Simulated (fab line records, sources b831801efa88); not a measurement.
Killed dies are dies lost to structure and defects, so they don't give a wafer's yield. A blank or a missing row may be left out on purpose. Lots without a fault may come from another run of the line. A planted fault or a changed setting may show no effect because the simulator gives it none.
A struck lot beside a sound one | flow sky130 | 15 steps out of a route of 708
Sound: wafers L604.1, L604.3, L604.4. Struck: wafers L609.2, L609.4, L609.5. The cause comes at the end.
At each step with rows: each side's tool, then ch and its chambers, then its first start. Under that, the readings that differ: sound wafers | struck wafers | difference of the means | sigmas: that difference in standard deviations of wafers without a fault.
alike: readings whose means differ by less than 2 such deviations, and words and numbers that are the same on both sides. not compared: withheld readings, readings that some wafer has no value for, bounds like >300 that may hide the same value, and numbers for which the record gives no deviation and whose values overlap.
The two part at a step that has a row with sigmas, a row that says differs or no value, or rows on one side only. Numbers that don't overlap but have no deviation are shown without sigmas and don't part them. A reading that every wafer of one side lacks parts them only if that side has two wafers or more.

SKY_CAPM_RS_MEAS_03: measures by four-point-probe.
  sound on film_metro-04, day 37 04:09; struck on film_metro-03, day 38 07:51
  alike: CAPM_TIN_RS
SKY_CAPM_THK_MEAS_04: measures by xrf.
  sound on film_metro-04, day 37 04:16; struck on film_metro-03, day 38 07:58
  alike: CAPM_TIN_THK
then, 7 steps without rows for these wafers: SKY_CAPM_DEHYDRATE_05 (time 60 s); SKY_CAPM_HMDS_06 (prime time 60 s); SKY_CAPM_COAT_07 (resist thk 1140 nm); SKY_CAPM_SOFTBAKE_08 (time 60 s); SKY_CAPM_EXPOSE_09 (exposes mask CAPM, target cd 1000 nm); SKY_CAPM_PEB_10; SKY_CAPM_DEVELOP_11 (develop time 60 s).
SKY_CAPM_OVL_MEAS_12:
  sound on overlay-01, day 38 05:36; struck on overlay-01, day 39 08:24
  alike: CAPM_OVL
SKY_CAPM_METAL_ETCH_13: etches TiN in Cl2/BCl3, stops on SiO2, target depth 220 nm, time 62.9 s.
  sound on rie_metal-02 ch 0,1, day 38 05:38; struck on rie_metal-02 ch 0,1, day 39 08:26
  alike: drypump_motor_current_A, he_backside_leak_sccm, oes_product_au, rf_fwd_power_W, throttle_valve_pct
  not compared: rf_hours_counter_h
SKY_CAPM_STRIP_14: strips in O2/N2.
  sound on plasma_asher-03 ch 0,1, day 38 05:43; struck on plasma_asher-04 ch 0, day 39 08:31
  alike: drypump_motor_current_A, oes_product_au, strip_time_to_endpoint_s
  not compared: rf_hours_counter_h
SKY_CAPM_STRIP_15: strips in post etch residue remover, time 1200 s.
  sound on wet_bench-01 ch 1, day 38 05:49; struck on wet_bench-01 ch 2, day 39 08:37
  reading          | sound          | struck         | difference | sigmas
  run_length_s (s) | 1227 1227 1227 | 1280 1280 1280 | +53        | +14
  alike: bath_heat_duty_pct
then, 1 step without rows for these wafers: SKY_CAPM_CLEAN_16 (cleans in IPA, time 180 s).
-- the record jumps here: 8 days lie between the struck wafers' starts before and after (it left off in module CAPM and takes up again in module PAD_OPEN, whose first step shown is number 708 of the route) --
SKY_PAD_OPEN_PROBE_99:
  sound on prober-01, day 46 14:04; struck on prober-02, day 47 11:07
  reading            | sound    | struck   | difference | sigmas
  killed_at_contacts | 20 23 18 | 35 31 31 | +12        | +2
  alike: defect_limited_yield, killed_at_M0_to_M3, killed_at_M4_up, killed_at_front_end, killed_at_other, killed_dies, killed_open, killed_short, sort_bin_3_pad_short, sort_bin_5_function, sort_bin_6_memory, sort_n_pass, sort_yield_pct

WHERE THEY PART
First at SKY_CAPM_STRIP_15; last, within this record, at SKY_PAD_OPEN_PROBE_99.

WHY: what the simulator had put in
Process parameter drift: wet_bench-01, from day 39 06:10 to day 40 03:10, at SKY_CAPM_STRIP_15. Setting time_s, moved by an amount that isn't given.
